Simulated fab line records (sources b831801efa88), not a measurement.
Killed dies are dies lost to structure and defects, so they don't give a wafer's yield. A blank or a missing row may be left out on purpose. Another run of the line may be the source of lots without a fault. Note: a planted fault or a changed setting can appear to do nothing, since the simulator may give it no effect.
Problem report in the 8D (eight disciplines) form, filled by code    flow gf180mcu    the parts of the form that need people (team, actions taken, sign-off) are left out

## 1. THE ISSUE
Across 2 wafers from 2 lots, V1_W_RS at GF_V1_RS_MEAS_24 averages 0.173 ohm/sq, while fault-free wafers read 0.328 ohm/sq with a standard deviation of 0.0036. Relative to the usual mean, that is a shift of -43 standard deviations.
The step: measures by four-point-probe.
First seen on wafer L931.3, day 24 17:52, on film-metro-04. At this step, 42 wafers from 14 lots have a number in the record. Rule for "out", or "out of limits": more than 4 standard deviations from the usual mean. All remaining wafers that have a number are taken as sound.

## 2. WHAT IT IS, AND WHAT IT ISN'T
question                     is                            is not
which readings at this step  V1_W_RS                       -
which lots                   L931, L933                    L913, L914, L915, L916, L917, L918, L920, L921, L922, L924, L925, L929
which wafers of those lots   L931.3, L933.1                L931.5, L931.6, L933.5, L933.6
read on which gauges         film-metro-03, film-metro-04  film-metro-02
when                         from day 24 17:52             up to then (38 sound wafers); but 2 sound wafers of L933 came after

## 3. WHAT RULES OUT EACH SUSPECT
Counting: if a tool at a process step up to the reading ran every lot that is out, it stays a suspect. Sound lots after the first of them don't rule it out here, since some wafers of a struck lot are sound.
- the gauge at GF_V1_RS_MEAS_24: ruled out. The wafers that are out were read on 2 gauges (film-metro-03, film-metro-04).
- cvd-w-02 at GF_V1_CVD_23 (deposits W, target thk 350 nm, time 105.05 s): kept. Ran every lot that is out, first one L931 (day 24 17:45); last sound lot up to then L929 (day 24 02:08).
The count leaves cvd-w-02 at GF_V1_CVD_23.

## 4. THE CAUSE (what the simulator had put in)
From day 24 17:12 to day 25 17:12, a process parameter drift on cvd-w-02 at GF_V1_CVD_23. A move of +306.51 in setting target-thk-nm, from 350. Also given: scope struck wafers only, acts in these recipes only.
The count eliminated every tool but this one.

## 5. SEQUENCE OF EFFECTS, ordered by route
Rows list readings where the struck wafers' mean (over those with a number) sits beyond 3 standard deviations from the usual. Readings are gone through only where the record gives a usual standard deviation; hours: the median, over the lots, of the time from a lot's start at the first step in this table giving one to that lot's start at this step; sigmas: the change measured in usual standard deviations.
hours  step              reading             usual         on struck wafers  change  sigmas
0      GF_V1_RS_MEAS_24  V1_W_RS             0.328 ohm/sq  0.173             -0.155  -43
10     GF_V1_CMP_26      time-to-endpoint-s  85 s          152               +68     +19
It contains these process steps:
- GF_V1_CMP_26: polishes, stops on SiO2, t overpolish 15 s, target thk 0 nm.

## 6. HOW IT WOULD HAVE BEEN CAUGHT EARLIER
In this record the first reading out of limits at a measuring or inspecting step was taken at day 24 17:52, 1 hour after the fault began at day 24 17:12.
Of the tool readings at GF_V1_CVD_23 for which the record gives a usual standard deviation, none was out on any struck wafer, so an alarm limit of 4 standard deviations on them would not have fired.
L933, from the lots that are out (2), started GF_V1_CVD_23 on cvd-w-02 later than day 24 17:52. A tool hold placed at that time would have kept it from harm.
